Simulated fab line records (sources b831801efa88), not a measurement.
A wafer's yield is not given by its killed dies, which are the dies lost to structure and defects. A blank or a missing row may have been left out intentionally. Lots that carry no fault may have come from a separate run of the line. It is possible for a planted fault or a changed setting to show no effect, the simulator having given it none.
A lot that was struck, set against a sound lot / flow gf180mcu / 37 out of 602 route steps
Sound: the wafers L639.1, L639.3, L639.4. Struck: wafers L627.2, L627.3 (left out: L627.6, a lot-mate that was not struck); the cause follows at the end.
Each step with rows lists, per side, the tool, then ch with its chambers, then its first start. Under that, the readings that differ: sound wafers / struck wafers / difference of the means / sigmas: that difference in standard deviations of wafers without a fault.
alike: words and numbers the same on both sides, and readings whose means are apart by under 2 such deviations; not compared: readings that were withheld, readings missing a value for some wafer, numbers with overlapping values and no deviation given by the record, and bounds like >300 which may hide the same value.
A row with sigmas, a row that says differs or no value, or rows on one side alone: a step with any of these is where the two part. Numbers that don't overlap but have no deviation are shown without sigmas and don't part them. A reading that every wafer of one side lacks parts them only if that side has two wafers or more.

first, 1 step without rows for these wafers: GF_M5_DEVELOP_06 (develop time 60 s).
GF_M5_CD_MEAS_07: the cd target is 280 nm.
  sound: cd_sem-01 at day 31 16:07; struck: cd_sem-02 at day 28 03:50
  alike: cd_nm
GF_M5_OVL_MEAS_08:
  sound: overlay-01 at day 31 16:14; struck: overlay-02 at day 28 03:56
  alike: M5_OVL
then, 2 steps without rows for these wafers: GF_M5_ETCH_09 (etches Si3N4 in CF4/O2, target depth 52 nm, time 11.6 s); GF_M5_METAL_ETCH_10 (etches the open film in Cl2/BCl3, stops on SiO2, target depth 627.5 nm, time 104.6 s).
GF_M5_STRIP_11: strips in O2/N2.
  sound on plasma_asher-03 ch 0,1, day 31 16:24; struck on plasma_asher-02 ch 0, day 28 04:06
  alike: drypump_motor_current_A, heater_power_w, oes_product_au, platen_temp_c, strip_time_to_endpoint_s
  not compared: rf_hours_counter_h
then, 3 steps without rows for these wafers: GF_M5_STRIP_12 (strips in post etch residue remover, time 1200 s); GF_M5_CLEAN_13 (cleans in DIW); GF_V5_CVD_00 (deposits SiO2, target thk 300 nm, time 50 s).
GF_V5_THK_MEAS_01:
  sound: film_metro-01 at day 31 16:59; struck: film_metro-03 at day 28 04:42
  alike: V5_CVD_00_THK
then, 1 step without rows for these wafers: GF_V5_CVD_02 (deposits SiO2 from TEOS, target thk 1450 nm, time 163.28 s).
GF_V5_THK_MEAS_03:
  sound: film_metro-03 at day 31 17:09; struck: film_metro-01 at day 28 04:52
  alike: V5_CVD_02_THK
GF_V5_CMP_04: polishes SiO2.
  sound on cmp-02 ch 0,1,3, day 31 17:16; struck on cmp-01 ch 2,3, day 28 05:01
reading=model.SiO2_of_V5_CVD_02.thk_nm (nm); sound=855.4 855.9 855.4; struck=1056 1062; difference=+203; sigmas=
  alike: motor_current_A
GF_V5_BOW_MEAS_05:
  sound: film_metro-03 at day 31 17:31; struck: film_metro-01 at day 28 05:14
  alike: V5_BOW
then, 8 steps without rows for these wafers: GF_V5_DEHYDRATE_06 (time 60 s); GF_V5_HMDS_07 (prime time 60 s); GF_V5_COAT_08; GF_V5_COAT_09 (resist thk 1000 nm); GF_V5_SOFTBAKE_10 (time 60 s); GF_V5_EXPOSE_11 (exposes mask Via5, target cd 260 nm); GF_V5_PEB_12 (peb time 90 s); GF_V5_DEVELOP_13 (develop time 60 s).
GF_V5_CD_MEAS_14: the cd target is 260 nm.
  sound: cd_sem-02 at day 32 10:43; struck: cd_sem-02 at day 29 00:55
  alike: cd_nm
GF_V5_OVL_MEAS_15:
  sound: overlay-02 at day 32 10:50; struck: overlay-01 at day 29 01:01
  alike: V5_OVL
GF_V5_ETCH_16: etches BARC in N2/H2.
  sound on rie_diel-01 ch 1,2,3, day 32 10:52; struck on rie_diel-04 ch 0,3, day 29 01:03
  alike: drypump_motor_current_A, oes_product_au, throttle_valve_pct
GF_V5_ETCH_17: etches SiO2 in C4F8/O2/Ar, stops on TiN, target depth 855 nm.
  sound on rie_diel-01 ch 1,2,3; struck on rie_diel-04 ch 0,3
reading=oes_product_au (a.u.); sound=0.853 0.852 0.862; struck=0.970 0.965; difference=+0.112; sigmas=+26
reading=model.V5.feature_depth_nm (nm); sound=855.4 855.9 855.4; struck=1056 1062; difference=+203; sigmas=
reading=model.etch.depth_nm (nm); sound=855.4 855.9 855.4; struck=1056 1062; difference=+203; sigmas=
then, 3 steps without rows for these wafers: GF_V5_STRIP_18 (strips in O2/N2); GF_V5_STRIP_19 (strips in post etch residue remover, time 1200 s); GF_V5_CLEAN_20 (cleans in DIW).
GF_V5_SPUTTER_21: material Ti, target thk 15 nm, time 80.02 s.
  sound: pvd_sputter-04 at day 32 11:33; struck: pvd_sputter-02 at day 29 01:49
  alike: cathode_dc_power_W, throttle_valve_pct
then, 1 step without rows for these wafers: GF_V5_SPUTTER_22 (material TiN, target thk 10 nm, time 40 s).
GF_V5_CVD_23: deposits W, target thk 350 nm, time 104.9 s.
  sound on cvd_w-02 ch 0,1, day 32 11:39; struck on cvd_w-01 ch 0,1, day 29 01:55
  alike: heater_power_w
GF_V5_RS_MEAS_24: uses a four-point probe to measure.
  sound: film_metro-01 at day 32 11:46; struck: film_metro-03 at day 29 02:03
  alike: V5_W_RS
GF_V5_THK_MEAS_25: measures by xrf.
  sound: film_metro-01 at day 32 11:53; struck: film_metro-03 at day 29 02:10
  alike: V5_W_THK
GF_V5_CMP_26: polishes, stops on SiO2, t overpolish 15 s, target thk 0 nm.
  sound on cmp-01 ch 1,2,3, day 32 11:56; struck on cmp-02 ch 0,2, day 29 02:16
reading=model.SiO2_of_V5_CVD_02.thk_nm (nm); sound=851.6 852.1 851.6; struck=1052 1058; difference=+203; sigmas=
  alike: motor_current_A
GF_TOP_METAL_SPUTTER_00: material Ti, target thk 37.5 nm, time 150 s.
  sound: pvd_sputter-04 at day 32 12:14; struck: pvd_sputter-01 at day 29 02:31
  alike: cathode_dc_power_W, throttle_valve_pct
GF_PASSIVATION_PROBE_99:
  sound: prober-02 at day 33 23:28; struck: prober-01 at day 30 19:02
reading=model.etest.via5_chain.rc_ohm; sound=6.831 6.977 6.864; struck=8.29 8.511; difference=+1.51; sigmas=

## WHERE THEY PART
Only at GF_V5_ETCH_17, within this record. Later steps at which nothing parts them and some readings are alike: GF_V5_SPUTTER_21, GF_V5_CVD_23, GF_V5_RS_MEAS_24, GF_V5_THK_MEAS_25, GF_V5_CMP_26, GF_TOP_METAL_SPUTTER_00.

WHY: what the simulator had put in
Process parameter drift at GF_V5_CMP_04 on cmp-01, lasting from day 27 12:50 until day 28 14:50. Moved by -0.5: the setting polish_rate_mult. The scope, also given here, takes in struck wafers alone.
